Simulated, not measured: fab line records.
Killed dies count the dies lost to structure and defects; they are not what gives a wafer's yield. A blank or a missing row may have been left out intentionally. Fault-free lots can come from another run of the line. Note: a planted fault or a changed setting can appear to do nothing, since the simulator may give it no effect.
8D (eight disciplines) problem report, filled in by code -- flow gf180mcu -- the parts of the form that need people (team, actions taken, sign-off) are left out

1. WHAT WENT WRONG
stripTimeToEndpointS at GF_M1_STRIP_17 reads a mean of 8.25 s on 3 wafers of 2 lots; wafers without a fault read 7.88 s with a standard deviation of 0.048. That is +7.7 standard deviations from the usual mean.
The step: strips in O2/N2.
First observed at day 21 19:46: wafer L481.1, on plasmaAsher-03. The record holds 36 wafers of 12 lots with a number at this step. The rule behind "out" and "out of limits": a value lying over 4 standard deviations away from the usual mean. Any other wafer with a number is counted as sound.

2. WHAT IT IS, WHAT IT ISN'T
question,is,is not
which readings at this step,stripTimeToEndpointS,"drypumpMotorCurrentA, heaterPowerW, o2FlowSccm"
which lots,"L481, L482","L469, L471, L475, L476, L483, L486, L488, L489, L490, L491"
which wafers of those lots,"L481.1, L481.3, L482.3","L481.4, L482.2, L482.4"
read on which tools,"plasmaAsher-01, plasmaAsher-03",plasmaAsher-04
when,from day 21 19:46,"up to then (13 sound wafers); but 20 sound wafers of L482, L483, L486, L488, L489, L490, L491 came after"

3. WHAT RULES OUT EACH SUSPECT
Counting: if a tool at a process step up to the reading ran every lot that is out, it stays a suspect. Sound lots after the first of them don't rule it out here, since some wafers of a struck lot are sound.
- lithoTrack-04 at GF_M1_COAT_09 (resist thk 1000 nm): kept. It ran every lot that is out, first L481 (day 21 07:09); its last sound lot up to then is L469 (day 17 01:15).
- rieMetal-02 at GF_M1_METAL_ETCH_16 (etches the open film in Cl2/BCl3, stops on SiO2, target depth 627.5 nm, time 104.6 s): kept. It ran every lot that is out, first L481 (day 21 19:32); its last sound lot up to then is L476 (day 20 07:10).
What counting leaves: lithoTrack-04 at GF_M1_COAT_09 and rieMetal-02 at GF_M1_METAL_ETCH_16.

4. THE CAUSE (what the simulator had put in)
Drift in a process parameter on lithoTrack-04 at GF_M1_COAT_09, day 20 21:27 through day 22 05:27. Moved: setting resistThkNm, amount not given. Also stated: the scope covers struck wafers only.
This tool is one of the 2 suspects left after counting.

5. THE EFFECT CHAIN, in route order
Rows list readings where the struck wafers' mean (over those with a number) sits beyond 3 standard deviations from the usual. Readings are gone through only where the record gives a usual standard deviation; hours: the median, over the lots, of the time from a lot's start at the first step in this table giving one to that lot's start at this step; sigmas: the change measured in usual standard deviations.
hours,step,reading,usual,on struck wafers,change,sigmas
0,GF_M1_STRIP_17,stripTimeToEndpointS,7.88 s,8.25,+0.37,+7.7
Its process steps:
- GF_M1_STRIP_17: strips in O2/N2.

6. WHAT WOULD HAVE CAUGHT IT SOONER
In this record no reading fell out of limits until day 21 19:46, 22 hours after the fault had begun at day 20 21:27.
Lots out: 2; all had begun GF_M1_COAT_09 on lithoTrack-04 by day 21 19:46. A hold on the tool at that time would have spared none of them.
